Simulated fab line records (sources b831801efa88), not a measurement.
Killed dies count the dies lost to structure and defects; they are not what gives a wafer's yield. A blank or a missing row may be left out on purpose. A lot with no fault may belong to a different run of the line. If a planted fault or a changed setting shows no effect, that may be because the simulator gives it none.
Matching of chambers || flow gf180mcu || 4 sister chambers for GF_CONTACT_ETCH_16 on rie diel-02
The step etches BARC in N2/H2. 8 wafers are shown with their chamber, then 8 later ones without.

WAFERS PAIRED WITH THEIR CHAMBERS
{"wafer": "L085.3", "chamber": 3, "drypump motor current A (A)": 5.3, "rf fwd power W (W)": 495.5}
{"wafer": "L087.4", "chamber": 3, "drypump motor current A (A)": 5.3, "rf fwd power W (W)": 495.3}
{"wafer": "L087.5", "chamber": 1, "drypump motor current A (A)": 6.0, "rf fwd power W (W)": 495.9}
{"wafer": "L087.6", "chamber": 2, "drypump motor current A (A)": 5.6, "rf fwd power W (W)": 495.4}
{"wafer": "L089.2", "chamber": 2, "drypump motor current A (A)": 5.6, "rf fwd power W (W)": 493.8}
{"wafer": "L089.5", "chamber": 1, "drypump motor current A (A)": 5.9, "rf fwd power W (W)": 495.2}
{"wafer": "L089.6", "chamber": 0, "drypump motor current A (A)": 4.9, "rf fwd power W (W)": 493.6}
{"wafer": "L091.1", "chamber": 0, "drypump motor current A (A)": 4.9, "rf fwd power W (W)": 492.7}

WAFERS WHOSE CHAMBER IS MISSING
{"wafer": "L091.4", "drypump motor current A (A)": 5.6, "rf fwd power W (W)": 497.0}
{"wafer": "L091.5", "drypump motor current A (A)": 4.9, "rf fwd power W (W)": 493.2}
{"wafer": "L092.2", "drypump motor current A (A)": 5.3, "rf fwd power W (W)": 495.2}
{"wafer": "L092.4", "drypump motor current A (A)": 6.0, "rf fwd power W (W)": 493.7}
{"wafer": "L092.5", "drypump motor current A (A)": 5.9, "rf fwd power W (W)": 494.6}
{"wafer": "L094.1", "drypump motor current A (A)": 5.3, "rf fwd power W (W)": 494.1}
{"wafer": "L094.5", "drypump motor current A (A)": 5.6, "rf fwd power W (W)": 494.8}
{"wafer": "L094.6", "drypump motor current A (A)": 5.3, "rf fwd power W (W)": 495.6}

WHICH CHAMBER EACH ONE RAN IN
{"wafer": "L091.4", "from the rows above": 2, "in truth": 2}
{"wafer": "L091.5", "from the rows above": 0, "in truth": 0}
{"wafer": "L092.2", "from the rows above": 3, "in truth": 3}
{"wafer": "L092.4", "from the rows above": 1, "in truth": 1}
{"wafer": "L092.5", "from the rows above": 1, "in truth": 1}
{"wafer": "L094.1", "from the rows above": 3, "in truth": 3}
{"wafer": "L094.5", "from the rows above": 2, "in truth": 2}
{"wafer": "L094.6", "from the rows above": 3, "in truth": 3}
Placed correctly: 8 of 8. From these rows, 0 cannot be placed. Placed wrongly: 0.
How it was worked out, from the rows above alone: a wafer's distance from a chamber is the root of the sum, over the readings, of the square of ((its reading less the chamber's mean) divided by the reading's scatter). If the next closest chamber is less than 2 further off than the closest, the wafer can't be placed; otherwise it belongs to the closest. A chamber's mean is the mean of its shown wafers. How the scatter is found: for the shown wafers, subtract from each reading the mean of its chamber, square and add these, divide the total by (wafers less chambers), then take the root.
